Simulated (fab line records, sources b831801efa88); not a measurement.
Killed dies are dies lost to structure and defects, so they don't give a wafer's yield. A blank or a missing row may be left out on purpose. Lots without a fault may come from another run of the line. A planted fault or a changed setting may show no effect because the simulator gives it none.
Which tool did it? | flow sky130 | 15 lots, 45 wafers sampled, at 1 step of a route of 708

WHAT THE GAUGES READ, wafer by wafer
SKY_VIA3_OVL_MEAS_13. Usual: VIA3_OVL -3 nm, standard deviation 5.9.
lot  | measured     | on         | VIA3_OVL (nm) | flag
L307 | day 39 18:19 | overlay-02 | -2 -3 -6      |
L311 | day 40 22:15 | overlay-02 | -18 2 0       |
L312 | day 41 00:07 | overlay-01 | -6 -5 1       |
L313 | day 41 09:48 | overlay-01 | 0 1 -4        |
L314 | day 41 20:40 | overlay-01 | 8 4 -3        |
L315 | day 42 02:13 | overlay-01 | -2 -3 -4      |
L316 | day 42 09:03 | overlay-02 | 3 -2 -7       |
L322 | day 44 01:19 | overlay-02 | 2 -1 10       |
L324 | day 44 12:09 | overlay-01 | -3 -1 7       |
L325 | day 44 19:34 | overlay-01 | -13 -12 -19   |
L326 | day 45 07:25 | overlay-02 | -12 -4 -10    |
L327 | day 45 08:30 | overlay-02 | 4 -1 -2       |
L328 | day 45 19:43 | overlay-02 | -5 -2 4       |
L329 | day 45 22:06 | overlay-01 | 4 -10 0       |
L330 | day 46 04:43 | overlay-02 | 10 -12 3      |

WHICH TOOL RAN EACH LOT (tool, then ch and the chambers of the sampled wafers, then the start)
The record holds no process step before these readings.

WHAT THE TOOLS THEMSELVES READ (means of the sampled wafers that have a number; where no wafer has one, the mark that the record gives instead)
The record holds no such reading with a usual standard deviation.

THE ANSWER, worked out from the rows above alone
Rule: a lot is off if the mean of its wafers that have a number lies more than 3 standard deviations from the usual mean. A lot without any number at a reading at which 4 lots or more have one is off too. The other lots that the step has rows for count as sound. The gauges are gone through in route order, then the tools' own readings, and for those a lot's mean is taken as printed above. The first step at which some lot is off is used, and at that step the reading that is off furthest; a lot without a number counts as furthest.
No lot is off at any reading shown: from this, nothing can be told.

WHAT THE SIMULATOR HAD PUT IN
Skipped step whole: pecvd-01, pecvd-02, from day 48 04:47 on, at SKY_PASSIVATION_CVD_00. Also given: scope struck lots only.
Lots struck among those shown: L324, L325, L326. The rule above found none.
